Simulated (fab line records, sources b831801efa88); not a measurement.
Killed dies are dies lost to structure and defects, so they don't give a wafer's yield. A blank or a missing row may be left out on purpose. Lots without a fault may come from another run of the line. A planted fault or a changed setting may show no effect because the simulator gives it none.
Problem report in the 8D (eight disciplines) form, filled by code | flow sky130 | the parts of the form that need people (team, actions taken, sign-off) are left out

1. THE PROBLEM
bias_w at SKY_METAL2_ETCH_18 reads a mean of 97.21 W on 6 wafers of 2 lots; wafers without a fault read 100.04 W with a standard deviation of 0.27. That is -10 standard deviations from the usual mean.
The step: etches BARC in N2/H2, stops on SiO2, time 45.9 s, target depth 60 nm.
First seen on wafer L472.1, day 41 17:25, on rie_metal-04. The record holds 36 wafers of 12 lots with a number at this step. Rule for "out", or "out of limits": more than 4 standard deviations from the usual mean. The other wafers with a number count as sound.

2. WHAT IT IS AND WHAT IT IS NOT
question                    | is                     | is not
which readings at this step | bias_w                 | drypump_motor_current_A, oes_product_au, throttle_valve_pct
which lots                  | L472, L473             | L450, L451, L452, L453, L455, L456, L458, L461, L462, L463
which wafers of those lots  | all that have a number | -
read on which tools         | rie_metal-04           | rie_metal-01, rie_metal-03
when                        | from day 41 17:25      | up to then (30 sound wafers)

3. SUSPECTS, AND WHAT RULES EACH OUT
Counting: a tool at a process step up to the reading stays a suspect if it ran every lot that is out and no sound lot after the first of them.
- plasma_asher-03 at SKY_VIA1_STRIP_16 (strips in O2/N2): kept. It ran every lot that is out, first L472 (day 40 15:01), and no sound lot after that; its last sound lot up to then is L463 (day 38 09:28).
- rie_metal-04 at SKY_METAL2_ETCH_18 (etches BARC in N2/H2, stops on SiO2, time 45.9 s, target depth 60 nm): kept. It ran every lot that is out, first L472 (day 41 17:25), and no sound lot after that; its last sound lot up to then is L461 (day 38 17:59). Its own readings are out on those wafers: bias_w.
Left after counting: plasma_asher-03 at SKY_VIA1_STRIP_16, rie_metal-04 at SKY_METAL2_ETCH_18.

4. THE CAUSE (what the simulator had put in)
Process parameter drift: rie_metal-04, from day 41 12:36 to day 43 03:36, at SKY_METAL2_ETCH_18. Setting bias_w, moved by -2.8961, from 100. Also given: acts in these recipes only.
Counting left 2 suspects, and this tool is among them.

5. THE CHAIN OF EFFECTS, in route order
Each row: a reading whose mean over the struck wafers that have a number lies more than 3 standard deviations from the usual. Only readings for which the record gives a usual standard deviation are gone through. hours: the time from each lot's start at the first step in this table that gives one to its start at this step, as a median over the lots. sigmas: the change in usual standard deviations.
hours | step               | reading | usual    | on struck wafers | change | sigmas
0     | SKY_METAL2_ETCH_18 | bias_w  | 100.04 W | 97.21            | -2.83  | -10
The process steps in it:
- SKY_METAL2_ETCH_18: etches BARC in N2/H2, stops on SiO2, time 45.9 s, target depth 60 nm.
Later measuring or inspecting steps at which every struck wafer that the step has a row for has a number for every such reading, and none has moved that far: SKY_VIA2_THK_MEAS_01.

6. WHAT WOULD HAVE CAUGHT IT SOONER
In this record the first reading out of limits was taken at day 41 17:25, 5 hours after the fault began at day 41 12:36.
